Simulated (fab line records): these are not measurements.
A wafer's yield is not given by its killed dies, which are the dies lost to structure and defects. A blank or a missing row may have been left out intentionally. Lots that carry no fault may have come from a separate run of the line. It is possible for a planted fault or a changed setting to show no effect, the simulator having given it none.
Code-filled problem report in 8D (eight disciplines) form    flow sky130    the parts of the form that need people (team, actions taken, sign-off) are left out

== 1. WHAT IS WRONG ==
Across 2 wafers from 2 lots, VIA4_HDPCVD_THK at SKY_VIA4_THK_MEAS_01 averages 2136 nm, while fault-free wafers read 1754 nm with a standard deviation of 22. That is +17 standard deviations from the usual mean.
Earliest sighting: wafer L772.1 on film_metro-04 at day 47 07:56. The record holds 33 wafers of 11 lots with a number at this step. By rule, "out" or "out of limits" means more than 4 standard deviations away from the usual mean. The rest of the wafers with a number are treated as sound.

== 2. WHAT IT IS; WHAT IT IS NOT ==
question                     is                            is not
which readings at this step  VIA4_HDPCVD_THK               -
which lots                   L772, L773                    L753, L754, L756, L757, L758, L760, L762, L775, L776
which wafers of those lots   L772.1, L773.2                L772.3, L772.5, L773.1, L773.5
read on which gauges         film_metro-01, film_metro-04  film_metro-03
when                         from day 47 07:56             up to then (23 sound wafers); but 8 sound wafers of L773, L775, L776 came after

== 3. THE SUSPECTS, EACH WITH WHAT RULES IT OUT ==
Counting: a tool at a process step up to the reading stays a suspect if it ran every lot that is out. Sound lots after the first of them don't rule it out here, since some wafers of a struck lot are sound.
- the gauge at SKY_VIA4_THK_MEAS_01 is ruled out. 2 gauges (film_metro-01, film_metro-04) read the wafers that are out.
- hdpcvd-02 at SKY_VIA4_HDPCVD_00 (deposits SiO2, target thk 1750 nm, time 291.7 s): kept. It processed each lot that is out (first: L772, day 47 07:46); up to then, its last sound lot is L762 (day 44 23:01). Its own run_length_s readings are out on those wafers.
- hdpcvd-02, SKY_VIA4_HDPCVD_00: wafers that are out in chamber 0, sound lot-mates in chambers 1, 2.
Remaining after the count: hdpcvd-02 at SKY_VIA4_HDPCVD_00.

== 4. THE CAUSE (what the simulator had put in) ==
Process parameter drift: hdpcvd-02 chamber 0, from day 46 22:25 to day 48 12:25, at SKY_VIA4_HDPCVD_00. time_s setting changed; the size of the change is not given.
The count eliminated every tool but this one.

== 5. SEQUENCE OF EFFECTS, ordered by route ==
Rows list readings where the struck wafers' mean (over those with a number) sits beyond 3 standard deviations from the usual. Only readings whose record carries a usual standard deviation are examined. hours: median over the lots of the time between each lot's start at the first step of this table that gives one and its start at this step. sigmas: the change, counted in usual standard deviations.
hours  step                  reading          usual    on struck wafers  change  sigmas
0      SKY_VIA4_HDPCVD_00    run_length_s     319.7 s  386.5             +66.8   +99 or more
0      SKY_VIA4_THK_MEAS_01  VIA4_HDPCVD_THK  1754 nm  2136              +382    +17
It contains these process steps:
- SKY_VIA4_HDPCVD_00: deposits SiO2, target thk 1750 nm, time 291.7 s.

== 6. WHAT WOULD HAVE CAUGHT IT SOONER ==
10 hours passed between the start of the fault at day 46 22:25 and the first reading out of limits at a measuring or inspecting step in this record, taken at day 47 07:56.
The tool's own readings at SKY_VIA4_HDPCVD_00 were out on every struck wafer that the step has a row for (run_length_s): an alarm limit on them would have fired on the first of those.
Of the lots that are out (2), L773 began SKY_VIA4_HDPCVD_00 on hdpcvd-02 after day 47 07:56. It would have been spared by a hold on the tool at that moment.
